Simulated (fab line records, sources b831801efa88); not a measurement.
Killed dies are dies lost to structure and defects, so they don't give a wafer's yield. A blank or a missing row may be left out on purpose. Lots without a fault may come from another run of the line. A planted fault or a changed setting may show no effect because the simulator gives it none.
Chamber matching | flow gf180mcu | GF_V3_CMP_04 on cmp-01: 4 sister chambers
The step polishes SiO2. 4 wafers are shown with their chamber, then 12 later ones without.

WAFERS WITH THEIR CHAMBER
wafer  | chamber | motor_current_A (A)
L085.2 | 3       | 13.7
L087.3 | 2       | 10.0
L087.4 | 0       | 13.5
L087.6 | 1       | 12.0

WAFERS WITHOUT THEIR CHAMBER
wafer  | motor_current_A (A)
L089.2 | 10.2
L089.3 | 13.5
L089.5 | 13.1
L090.3 | 13.8
L090.4 | 13.0
L090.6 | 13.2
L095.1 | 13.5
L095.2 | 12.7
L095.3 | 13.1
L097.1 | 13.9
L097.2 | 12.2
L097.4 | 13.2

WHICH CHAMBER EACH WENT THROUGH
wafer  | from the rows above          | in truth
L089.2 | 2                            | 2
L089.3 | can't be placed: 0 or 3      | 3
L089.5 | can't be placed: 0 or 3      | 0
L090.3 | can't be placed: 3 or 0      | 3
L090.4 | can't be placed: 0 or 3 or 1 | 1
L090.6 | can't be placed: 0 or 3      | 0
L095.1 | can't be placed: 0 or 3      | 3
L095.2 | can't be placed: 1 or 0 or 3 | 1
L095.3 | can't be placed: 0 or 3      | 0
L097.1 | can't be placed: 3 or 0      | 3
L097.2 | 1                            | 1
L097.4 | can't be placed: 0 or 3      | 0
Placed correctly: 2 of 12. Can't be placed from these rows: 10 (the true chamber is among the candidates in 10). Placed wrongly: 0.
How it was worked out, from the rows above alone: a wafer's distance from a chamber is the root of the sum, over the readings, of the square of ((its reading less the chamber's mean) divided by the reading's scatter). The wafer belongs to the nearest chamber; if the next one is less than 2 further off, it can't be placed. A chamber's mean is the mean of its shown wafers. The scatter: with one shown wafer a chamber, the root of the mean of the squares of how far each hidden wafer lies from its nearest shown one.
